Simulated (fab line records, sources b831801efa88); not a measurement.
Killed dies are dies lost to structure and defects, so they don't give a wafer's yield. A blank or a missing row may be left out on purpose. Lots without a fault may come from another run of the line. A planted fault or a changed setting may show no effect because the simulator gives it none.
Problem report in the 8D (eight disciplines) form, filled by code | flow sfq_line | the parts of the form that need people (team, actions taken, sign-off) are left out

1. THE PROBLEM
thk_nm at SFQ_TRILAYER_I4_METRO_MEASURE_101 reads a mean of 220.3 nm on 6 wafers of 2 lots; wafers without a fault read 200.1 nm with a standard deviation of 1.5. That is +13 standard deviations from the usual mean.
First seen on wafer L140.3, day 39 14:55, on film_metro-01. The record holds 42 wafers of 14 lots with a number at this step. Rule for "out", or "out of limits": more than 4 standard deviations from the usual mean. The other wafers with a number count as sound.

2. WHAT IT IS AND WHAT IT IS NOT
question                    | is                           | is not
which readings at this step | thk_nm                       | -
which lots                  | L140, L141                   | L136, L137, L138, L139, L150, L151, L152, L154, L155, L156, L157, L158
which wafers of those lots  | all that have a number       | -
read on which tools         | film_metro-01, film_metro-03 | film_metro-02
when                        | from day 39 14:55            | up to then (12 sound wafers); but 24 sound wafers of L150, L151, L152, L154, L155, L156, L157, L158 came after

3. SUSPECTS, AND WHAT RULES EACH OUT
Counting: a tool at a process step up to the reading stays a suspect if it ran every lot that is out and no sound lot after the first of them.
- cmp-01 at SFQ_TRILAYER_I4_CMP_CMP_100 (polishes SiO2): ruled out as a lasting fault. Sound lots L152, L154, L157, L158 ran on it after its first lot that is out, L140 (day 39 11:23).
Left after counting: nothing in the record.

4. THE CAUSE (what the simulator had put in)
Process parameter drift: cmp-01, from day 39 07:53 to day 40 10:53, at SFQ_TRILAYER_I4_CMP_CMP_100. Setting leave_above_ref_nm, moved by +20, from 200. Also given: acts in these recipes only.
Counting ruled it out, wrongly: the rule takes a fault to strike every lot that its tool runs from its start on, and this one did not.

5. THE CHAIN OF EFFECTS, in route order
Each row: a reading whose mean over the struck wafers that have a number lies more than 3 standard deviations from the usual. Only readings for which the record gives a usual standard deviation are gone through. hours: the time from each lot's start at the first step in this table that gives one to its start at this step, as a median over the lots. sigmas: the change in usual standard deviations.
hours | step                                  | reading        | usual      | on struck wafers | change | sigmas
0     | SFQ_TRILAYER_I4_METRO_MEASURE_101     | thk_nm         | 200.1 nm   | 220.3            | +20.2  | +13
91    | SFQ_TRILAYER_I4_VIA_ETCH_VIA_ETCH_106 | oes_product_au | 0.854 a.u. | 0.899            | +0.045 | +8.4
The process steps in it:
- SFQ_TRILAYER_I4_METRO_MEASURE_101
- SFQ_TRILAYER_I4_VIA_ETCH_VIA_ETCH_106: etches SiO2 in CHF3, stops on Nb, target depth 260 nm.

6. WHAT WOULD HAVE CAUGHT IT SOONER
In this record the first reading out of limits was taken at day 39 14:55, 7 hours after the fault began at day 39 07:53.
Of the tool readings at SFQ_TRILAYER_I4_CMP_CMP_100 for which the record gives a usual standard deviation, none was out on any struck wafer, so an alarm limit of 4 standard deviations on them would not have fired.
